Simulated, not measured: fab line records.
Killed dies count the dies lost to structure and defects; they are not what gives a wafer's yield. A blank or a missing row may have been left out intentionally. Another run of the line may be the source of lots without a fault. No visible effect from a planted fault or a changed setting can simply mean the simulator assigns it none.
Matching of chambers :: flow sky130 :: SKY_FIELD_ISO_CMP_27 on cmp-01 has 4 sister chambers
The step polishes, stops on Si3N4, t overpolish 16 s, target thk 457.8 nm. 6 wafers are shown with their chamber, then 7 later ones without.

## WAFERS PAIRED WITH THEIR CHAMBERS
wafer: L777.5
chamber: 1
motor current A (A): 12.3
time to endpoint s (s): 107

wafer: L778.4
chamber: 0
motor current A (A): 13.0
time to endpoint s (s): 110

wafer: L790.1
chamber: 3
motor current A (A): 11.6
time to endpoint s (s): 108

wafer: L790.6
chamber: 2
motor current A (A): 10.6
time to endpoint s (s): 117

wafer: L791.1
chamber: 2
motor current A (A): 10.4
time to endpoint s (s): 113

wafer: L791.3
chamber: 3
motor current A (A): 12.1
time to endpoint s (s): 105

## WAFERS MISSING THEIR CHAMBER
wafer: L791.6
motor current A (A): 12.1
time to endpoint s (s): 112

wafer: L793.1
motor current A (A): 12.8
time to endpoint s (s): 118

wafer: L793.3
motor current A (A): 11.6
time to endpoint s (s): 111

wafer: L793.4
motor current A (A): 11.9
time to endpoint s (s): 112

wafer: L794.2
motor current A (A): 12.0
time to endpoint s (s): 109

wafer: L794.3
motor current A (A): 10.5
time to endpoint s (s): 113

wafer: L794.4
motor current A (A): 12.9
time to endpoint s (s): 112

## WHICH CHAMBER EACH WENT THROUGH
wafer: L791.6
from the rows above: can't be placed: 1 or 3 or 0
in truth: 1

wafer: L793.1
from the rows above: can't be placed: 0 or 1
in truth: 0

wafer: L793.3
from the rows above: can't be placed: 3 or 1
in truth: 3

wafer: L793.4
from the rows above: can't be placed: 3 or 1 or 0
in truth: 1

wafer: L794.2
from the rows above: can't be placed: 3 or 1
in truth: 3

wafer: L794.3
from the rows above: 2
in truth: 2

wafer: L794.4
from the rows above: 0
in truth: 0
2 of 7 placed correctly. Not placeable from these rows: 5 (in 5, the candidates include the true chamber). Number placed wrongly: 0.
How it was worked out, from the rows above alone: a wafer's distance from a chamber is the root of the sum, over the readings, of the square of ((its reading less the chamber's mean) divided by the reading's scatter). If the next closest chamber is less than 2 further off than the closest, the wafer can't be placed; otherwise it belongs to the closest. Each chamber's mean is taken over the wafers shown for it. The scatter: take each reading less its chamber's mean, square it, sum over the shown wafers, divide by the number of wafers less the number of chambers, and take the root.
